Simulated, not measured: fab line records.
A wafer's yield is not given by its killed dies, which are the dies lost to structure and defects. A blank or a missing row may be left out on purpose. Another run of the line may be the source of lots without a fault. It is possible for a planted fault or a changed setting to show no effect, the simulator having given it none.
8D (eight disciplines) problem report, filled in by code :: flow gf180mcu :: the parts of the form that need people (team, actions taken, sign-off) are left out

== 1. THE PROBLEM ==
Across 6 wafers from 2 lots, VT_IMPLANT_4_TW at GF_VT_IMPLANT_TW_MEAS_43 averages 640, while fault-free wafers read 689 with a standard deviation of 4.5. That puts it -11 standard deviations away from the usual mean.
First observed at day 9 12:21: wafer L896.1, on film_metro-01. The record holds 36 wafers of 12 lots with a number at this step. The rule behind "out" and "out of limits": a value lying over 4 standard deviations away from the usual mean. The rest of the wafers with a number are treated as sound.

== 2. WHAT IT IS AND WHAT IT IS NOT ==
question: which readings at this step
is: VT_IMPLANT_4_TW
is not: -

question: which lots
is: L896, L898
is not: L891, L892, L893, L894, L895, L901, L906, L909, L910, L912

question: which wafers of those lots
is: all that have a number
is not: -

question: read on which gauges
is: film_metro-01, film_metro-04
is not: film_metro-03

question: when
is: from day 9 12:21
is not: up to then (15 sound wafers); but 15 sound wafers of L901, L906, L909, L910, L912 came after

== 3. WHAT RULES OUT EACH SUSPECT ==
Counting: a tool at a process step up to the reading stays a suspect if it ran every lot that is out and no sound lot after the first of them.
- the gauge at GF_VT_IMPLANT_TW_MEAS_43 has been ruled out. The wafers that are out were read on 2 gauges (film_metro-01, film_metro-04).
- implanter-02 at GF_VT_IMPLANT_IMPLANT_41: kept. Every lot that is out went through it, starting with L896 (day 9 12:06), and after that it ran no sound lot; the last sound lot it ran before then is L895 (day 9 05:38). Out on those wafers are its own readings of dose_ions_cm2, faraday_current_uA.
After counting, what remains is implanter-02 at GF_VT_IMPLANT_IMPLANT_41.

== 4. THE CAUSE (what the simulator had put in) ==
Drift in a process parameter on implanter-02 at GF_VT_IMPLANT_IMPLANT_41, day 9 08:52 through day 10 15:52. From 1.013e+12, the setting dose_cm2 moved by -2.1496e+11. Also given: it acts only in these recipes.
Only this tool survived the counting.

== 5. THE CHAIN OF EFFECTS, in route order ==
Rows list readings where the struck wafers' mean (over those with a number) sits beyond 3 standard deviations from the usual. Only readings for which the record gives a usual standard deviation are gone through. hours: the time from each lot's start at the first step in this table that gives one to its start at this step, as a median over the lots. sigmas: the change in usual standard deviations.
hours: 0
step: GF_VT_IMPLANT_IMPLANT_41
reading: dose_ions_cm2
usual: 1.013e+12
on struck wafers: 7.978e+11
change: -2.152e+11
sigmas: -99 or more

hours: 0
step: GF_VT_IMPLANT_IMPLANT_41
reading: faraday_current_uA
usual: 5.71
on struck wafers: 4.54
change: -1.17
sigmas: -11

hours: 0
step: GF_VT_IMPLANT_TW_MEAS_43
reading: VT_IMPLANT_4_TW
usual: 689
on struck wafers: 640
change: -49
sigmas: -11
The process steps in it:
- GF_VT_IMPLANT_IMPLANT_41

== 6. HOW IT WOULD HAVE BEEN CAUGHT EARLIER ==
Counted from the fault's start at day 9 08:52, it took 3 hours until the first out-of-limits reading at a measuring or inspecting step in this record, taken at day 9 12:21.
Tool's own readings at GF_VT_IMPLANT_IMPLANT_41, dose_ions_cm2, faraday_current_uA: out on all struck wafers the step has rows for; an alarm limit on them would have tripped on the first.
Among the 2 lots that are out, L898 began GF_VT_IMPLANT_IMPLANT_41 on implanter-02 after day 9 12:21. Holding the tool at that time would have saved it.
